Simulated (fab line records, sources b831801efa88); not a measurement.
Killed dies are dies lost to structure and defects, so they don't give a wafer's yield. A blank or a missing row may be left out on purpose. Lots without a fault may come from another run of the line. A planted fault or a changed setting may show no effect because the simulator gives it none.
fab line records | flow gf180mcu
record lots=13 wafers=39 last_day=34
route steps=602 shown LVPWELL@58 PSD@258 SAB@274 SALICIDE@280
lots that met no fault: from a run of the same line without faults
start_h: hours from the record's first day to the start of the lot's first wafer shown | wait_h: hours since the lot's step before | " the same as in the row above | L1.1+2: a row that stands for several wafers | - no value, or no start given | * or withheld: withheld | < > ~ a bound
route shown NAME@n: a module of which the file shows steps, and the number in the route of the first | usual: mean/standard deviation of fault-free wafers | same: alike in all rows | chamber/n: place in a boat | sites: the reading at each site | _std_site: their standard deviation | _edge_site: outer sites' mean less inner sites' | radius_mm: how far each site lies from the wafer's centre | mask NAME#n: copy n | behind: the tool/chamber that last shaped the wafer | hold: why the lot was held/for how many hours/how that ended | device: the transistor (n, p or np) that didn't switch | end of line: the same wafers' tests at the end of the route | a step without rows: its recipe alone | killed: dies lost to structure and defects at the first sort, not the wafer's yield | map: a wafer's dies, x killed, . not, _ none there
set.NAME: the setting as run; set.NAME@STEP: as run at that earlier step | model.NAME: the simulator's own value behind a step, which no gauge read
steps of the route over a sample of lots; a table a step, a row a wafer
services: from which hour (start_h, from the record's first day; less than 0 if before it) a tool's chamber was out of use, for how many hours, and why
## steps
# step GF_LVPWELL_EXPOSE_04
# recipe mask_id=LVPWELL target_cd_nm=600 na=0.6 source_shape=conventional sigma_outer=0.6 dose_mj=260
# columns lot.wafer tool chamber start_h wait_h mask
L641.2+5+6 iline_stepper-01 0 66.01 - LVPWELL#0
L642.2+3+4 iline_stepper-02 0 72.89 - LVPWELL#0
L643.1+4+6 iline_stepper-02 0 75.34 - LVPWELL#0
L644.2+4+5 iline_stepper-01 0 78.74 - LVPWELL#0
L646.3+4+5 iline_stepper-01 0 89.46 - LVPWELL#0
L647.1+4+5 iline_stepper-02 0 94.27 - LVPWELL#0
L648.1+4+6 iline_stepper-02 0 101.84 - LVPWELL#0
L651.2+4+5 iline_stepper-02 0 116.61 - LVPWELL#0
L653.2+3+6 iline_stepper-02 0 128.04 - MVSD#0
L660.1+3+6 iline_stepper-02 0 166.91 - LVPWELL#0
L662.2+4+6 iline_stepper-02 0 178.03 - LVPWELL#0
L663.1+2+5 iline_stepper-02 0 182.68 - LVPWELL#0
L664.1+3+6 iline_stepper-02 0 188.98 - LVPWELL#0
# step GF_LVPWELL_OVL_MEAS_07
# usual LVPWELL_OVL=0.2/1.1
# columns lot.wafer tool chamber start_h wait_h LVPWELL_OVL[nm]
L641.2 overlay-02 - 72.45 - -3.4
L641.5 " - " " -1.1
L641.6 " - " " -1.2
L642.2 overlay-02 - 78.99 - -1.5
L642.3 " - " " -0.5
L642.4 " - " " 0.1
L643.1 overlay-01 - 81.15 - 0.3
L643.4 " - " " 1.2
L643.6 " - " " 0.1
L644.2 overlay-01 - 85.45 - -0.1
L644.4 " - " " 0.0
L644.5 " - " " -0.4
L646.3 overlay-02 - 95.56 - -1.2
L646.4 " - " " -0.6
L646.5 " - " " -0.5
L647.1 overlay-01 - 101.19 - -0.6
L647.4 " - " " -0.4
L647.5 " - " " -0.6
L648.1 overlay-01 - 108.74 - -0.4
L648.4 " - " " 0.9
L648.6 " - " " -0.9
L651.2 overlay-01 - 123.86 - 0.6
L651.4 " - " " 0.2
L651.5 " - " " 0.5
L653.2 overlay-01 - 135.25 - -
L653.3 " - " " -
L653.6 " - " " -
L660.1 overlay-01 - 174.93 - -0.5
L660.3 " - " " 0.9
L660.6 " - " " 0.0
L662.2 overlay-01 - 186.04 - 0.5
L662.4 " - " " 0.4
L662.6 " - " " -0.5
L663.1 overlay-02 - 190.79 - 1.1
L663.2 " - " " 0.8
L663.5 " - " " -0.3
L664.1 overlay-02 - 196.68 - 1.1
L664.3 " - " " 0.1
L664.6 " - " " -1.3
# step GF_LVPWELL_TW_MEAS_11
# usual LVPWELL_TW=563/4
# columns lot.wafer tool chamber start_h wait_h LVPWELL_TW
L641.2 film_metro-02 - 72.89 0.1 567
L641.5 " - " " 567
L641.6 " - " " 565
L642.2 film_metro-01 - 79.43 0.1 556
L642.3 " - " " 559
L642.4 " - " " 560
L643.1 film_metro-02 - 81.58 0.1 564
L643.4 " - " " 563
L643.6 " - " " 565
L644.2 film_metro-01 - 85.89 0.1 558
L644.4 " - " " 555
L644.5 " - " " 558
L646.3 film_metro-01 - 96.00 0.1 559
L646.4 " - " " 561
L646.5 " - " " 562
L647.1 film_metro-02 - 101.63 0.1 568
L647.4 " - " " 567
L647.5 " - " " 569
L648.1 film_metro-03 - 109.18 0.1 563
L648.4 " - " " 561
L648.6 " - " " 562
L651.2 film_metro-01 - 124.30 0.1 558
L651.4 " - " " 559
L651.5 " - " " 559
L653.2 film_metro-01 - 135.69 0.1 30
L653.3 " - " " 30
L653.6 " - " " 30
L660.1 film_metro-03 - 175.37 0.1 564
L660.3 " - " " 561
L660.6 " - " " 564
L662.2 film_metro-01 - 186.48 0.1 559
L662.4 " - " " 562
L662.6 " - " " 559
L663.1 film_metro-03 - 191.23 0.1 563
L663.2 " - " " 565
L663.5 " - " " 563
L664.1 film_metro-02 - 197.12 0.1 565
L664.3 " - " " 563
L664.6 " - " " 569
# step GF_PSD_STRIP_10
# recipe chemistry=O2/N2 power_w=1400 pressure_mtorr=1500 platen_temp_c=250 o2_flow_sccm=3000 n2_flow_sccm=300 overash_fraction=0.5
# usual drypump_motor_current_A=5.8/0.51 heater_power_w=350/25 o2_flow_sccm=3000/9.4 oes_product_au=0.592/0.0049 strip_time_to_endpoint_s=16.55/0.035
# columns lot.wafer tool chamber start_h wait_h drypump_motor_current_A heater_power_w o2_flow_sccm oes_product_au rf_hours_counter_h strip_time_to_endpoint_s
L641.2 plasma_asher-02 1 322.90 0.1 5.7 332 3006 0.591 22 16.58
L641.5 " 0 " " 6.6 358 2989 0.589 - 16.57
L641.6 " 1 " " 5.7 327 3007 0.583 - 16.58
L642.2 plasma_asher-02 0 329.65 0.1 6.6 370 3005 0.596 24 16.53
L642.3 " 1 " " 5.7 328 2983 0.596 - 16.54
L642.4 " 0 " " 6.6 358 2993 0.591 - 16.57
L643.1 plasma_asher-01 0 338.25 0.1 5.1 295 2986 0.588 66 16.52
L643.4 " 0 " " 5.1 291 2987 0.585 - 16.56
L643.6 " 1 " " 5.4 374 2994 0.587 - 16.55
L644.2 plasma_asher-01 1 342.19 0.1 5.4 374 3006 0.599 67 16.55
L644.4 " 0 " " 5.1 296 2999 0.586 - 16.54
L644.5 " 0 " " 5.1 304 2998 0.586 - 16.51
L646.3 plasma_asher-03 0 355.57 0.1 5.4 347 3006 0.590 - 16.54
L646.4 " 1 " " 6.1 371 2996 0.594 - 16.55
L646.5 " 0 " " 5.4 348 2992 0.588 - 16.57
L647.1 plasma_asher-01 1 363.80 0.1 5.4 376 3007 0.593 69 16.53
L647.4 " 1 " " 5.4 374 2996 0.589 - 16.55
L647.5 " 1 " " 5.4 362 3003 0.592 - 16.54
L648.1 plasma_asher-02 1 375.25 0.1 5.7 333 3002 0.591 30 16.51
L648.4 " 1 " " 5.7 338 2985 0.596 - 16.57
L648.6 " 0 " " 6.7 362 3006 0.591 - 16.53
L651.2 plasma_asher-03 1 397.54 0.1 6.1 373 3009 0.593 73 16.53
L651.4 " 0 " " 5.5 346 3001 0.602 - 16.56
L651.5 " 1 " " 6.1 364 3005 0.592 - 16.57
L653.2 plasma_asher-03 0 415.25 0.1 5.4 338 3002 0.588 75 16.59
L653.3 " 1 " " 6.1 372 3004 0.591 - 16.59
L653.6 " 1 " " 6.1 367 3000 0.589 - 16.55
L660.1 plasma_asher-01 0 480.18 0.1 5.1 300 3002 0.600 5 16.55
L660.3 " 1 " " 5.4 416 3003 0.590 - 16.56
L660.6 " 0 " " 5.1 302 3009 0.590 - 16.53
L662.2 plasma_asher-03 1 494.60 0.1 6.2 367 2996 0.591 83 16.51
L662.4 " 1 " " 6.1 378 3011 0.592 - 16.54
L662.6 " 0 " " 5.5 338 3000 0.595 - 16.55
L663.1 plasma_asher-03 1 499.63 0.1 6.1 368 3006 0.585 83 16.57
L663.2 " 0 " " 5.4 332 3020 0.603 83 16.62
L663.5 " 0 " " 5.5 348 3004 0.591 - 16.58
L664.1 plasma_asher-02 1 507.44 0.1 5.7 329 3004 0.595 45 16.54
L664.3 " 0 " " 6.6 359 3004 0.587 - 16.43
L664.6 " 0 " " 6.6 366 2999 0.584 - 16.49
# step GF_SAB_OVL_MEAS_10
# usual SAB_OVL=0.1/1.4
# columns lot.wafer tool chamber start_h wait_h SAB_OVL[nm]
L641.2 overlay-02 - 344.51 0.1 1.7
L641.5 " - " " 1.4
L641.6 " - " " 2.9
L642.2 overlay-02 - 351.23 0.1 -2.3
L642.3 " - " " -1.8
L642.4 " - " " -1.4
L643.1 overlay-02 - 360.21 0.1 -1.5
L643.4 " - " " -1.1
L643.6 " - " " -1.0
L644.2 overlay-02 - 365.42 0.1 -0.2
L644.4 " - " " 0.7
L644.5 " - " " 0.2
L646.3 overlay-01 - 378.61 0.1 1.6
L646.4 " - " " 0.8
L646.5 " - " " 2.2
L647.1 overlay-02 - 387.57 0.1 1.2
L647.4 " - " " 1.2
L647.5 " - " " 1.3
L648.1 overlay-02 - 399.51 0.1 -2.4
L648.4 " - " " -1.3
L648.6 " - " " -1.5
L651.2 overlay-01 - 421.86 0.1 -0.1
L651.4 " - " " 0.6
L651.5 " - " " 0.6
L653.2 overlay-02 - 439.97 0.1 -1.2
L653.3 " - " " -1.4
L653.6 " - " " -0.8
L660.1 overlay-01 - 504.40 0.1 0.2
L660.3 " - " " 0.3
L660.6 " - " " 1.5
L662.2 overlay-01 - 518.00 0.1 1.8
L662.4 " - " " 0.5
L662.6 " - " " 2.5
L663.1 overlay-02 - 523.46 0.1 0.5
L663.2 " - " " -0.6
L663.5 " - " " -1.5
L664.1 overlay-01 - 530.86 0.1 1.2
L664.3 " - " " 0.0
L664.6 " - " " -0.9
# step GF_SALICIDE_SPUTTER_02
# recipe material=Co target_thk_nm=10 power_w=1000 time_s=20 chamber_pressure_pa=0.4
# usual chamber_pressure_pa=0.4000/0.00076 throttle_valve_pct=30.1/1
# columns lot.wafer tool chamber start_h wait_h chamber_pressure_pa throttle_valve_pct
L641.2 pvd_sputter-03 - 344.89 0.0 0.3996 28.7
L641.5 " - " " 0.4000 30.2
L641.6 " - " " 0.4003 28.6
L642.2 pvd_sputter-02 - 351.61 0.0 0.4005 29.9
L642.3 " - " " 0.3991 30.4
L642.4 " - " " 0.4002 30.6
L643.1 pvd_sputter-04 - 360.60 0.0 0.3990 30.5
L643.4 " - " " 0.4000 27.5
L643.6 " - " " 0.3996 27.5
L644.2 pvd_sputter-02 - 365.80 0.0 0.4004 30.1
L644.4 " - " " 0.4003 31.1
L644.5 " - " " 0.4009 30.8
L646.3 pvd_sputter-03 - 378.97 0.0 0.4004 28.8
L646.4 " - " " 0.3996 30.5
L646.5 " - " " 0.4008 30.6
L647.1 pvd_sputter-04 - 387.94 0.0 0.4013 30.4
L647.4 " - " " 0.3994 31.0
L647.5 " - " " 0.4004 30.7
L648.1 pvd_sputter-03 - 399.88 0.0 0.3999 28.9
L648.4 " - " " 0.4012 30.8
L648.6 " - " " 0.4009 30.1
L651.2 pvd_sputter-04 - 422.22 0.0 0.4000 27.6
L651.4 " - " " 0.4002 31.1
L651.5 " - " " 0.4010 30.4
L653.2 pvd_sputter-03 - 440.34 0.0 0.3989 30.5
L653.3 " - " " 0.3998 30.3
L653.6 " - " " 0.3995 30.4
L660.1 pvd_sputter-03 - 504.91 0.0 0.4014 30.3
L660.3 " - " " 0.4012 30.6
L660.6 " - " " 0.3991 30.3
L662.2 pvd_sputter-03 - 518.37 0.0 0.4012 30.7
L662.4 " - " " 0.4002 28.7
L662.6 " - " " 0.4010 30.7
L663.1 pvd_sputter-03 - 524.01 0.0 0.3987 28.9
L663.2 " - " " 0.4015 30.5
L663.5 " - " " 0.4013 30.7
L664.1 pvd_sputter-04 - 531.31 0.0 0.4008 30.6
L664.3 " - " " 0.4003 30.7
L664.6 " - " " 0.4003 27.5
## services
# columns tool chamber start_h hours kind
plasma_asher-01 - 50.25 6.9 repair
plasma_asher-03 - 51.02 0.8 repair
plasma_asher-03 - 62.94 5.7 repair
plasma_asher-03 - 68.79 0.4 repair
iline_stepper-02 - 79.09 1.7 pm
pvd_sputter-03 - 79.10 0.9 repair
plasma_asher-03 - 81.40 6.4 repair
plasma_asher-02 - 108.75 9.0 pm
iline_stepper-01 - 111.03 1.2 repair
plasma_asher-02 - 159.38 2.8 pm
pvd_sputter-03 - 195.96 2.7 repair
plasma_asher-03 - 214.96 1.5 repair
iline_stepper-02 - 253.04 2.1 pm
iline_stepper-01 - 255.12 1.7 pm
pvd_sputter-04 - 279.14 3.1 repair
pvd_sputter-04 - 293.73 4.6 repair
iline_stepper-02 - 297.23 1.7 pm
plasma_asher-03 - 315.11 2.8 pm
plasma_asher-03 - 317.86 15.5 pm
plasma_asher-01 - 323.56 9.0 repair
plasma_asher-03 - 357.45 2.6 repair
iline_stepper-02 - 365.78 10.6 repair
plasma_asher-01 - 421.25 9.0 pm
iline_stepper-02 - 515.48 1.7 pm
## key
first_sign step=GF_LVPWELL_EXPOSE_04 reading=mask direction=changed
effect step=GF_LVPWELL_OVL_MEAS_07 reading=LVPWELL_OVL direction=missing
effect step=GF_LVPWELL_TW_MEAS_11 reading=LVPWELL_TW direction=down sigmas=99+ usual=563 struck=30
met_at GF_LVPWELL_EXPOSE_04
struck_lots L653
sort_left_out L653.2,L653.3,L653.6
tester_left_out L653
not_acting_at GF_PSD_STRIP_10,GF_SAB_OVL_MEAS_10,GF_SALICIDE_SPUTTER_02
onset_between 116.61 128.04
fault kind=wrong_mask tool=any chamber=- onset_h=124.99 steps=GF_LVPWELL_EXPOSE_04 aux_copy=MVSD#0 scope=struck_lots_only
# tester_left_out: of these lots the tester's yield and bins aren't shown, on N5 and GAA mostly nor the transistor test; their killed dies are dies lost to structure and defects alone, not to doping, threshold or leakage, so they don't give the yield
# sort_left_out: the simulated sort isn't trusted on such a fault, so these wafers' sort isn't shown, and their yield isn't known
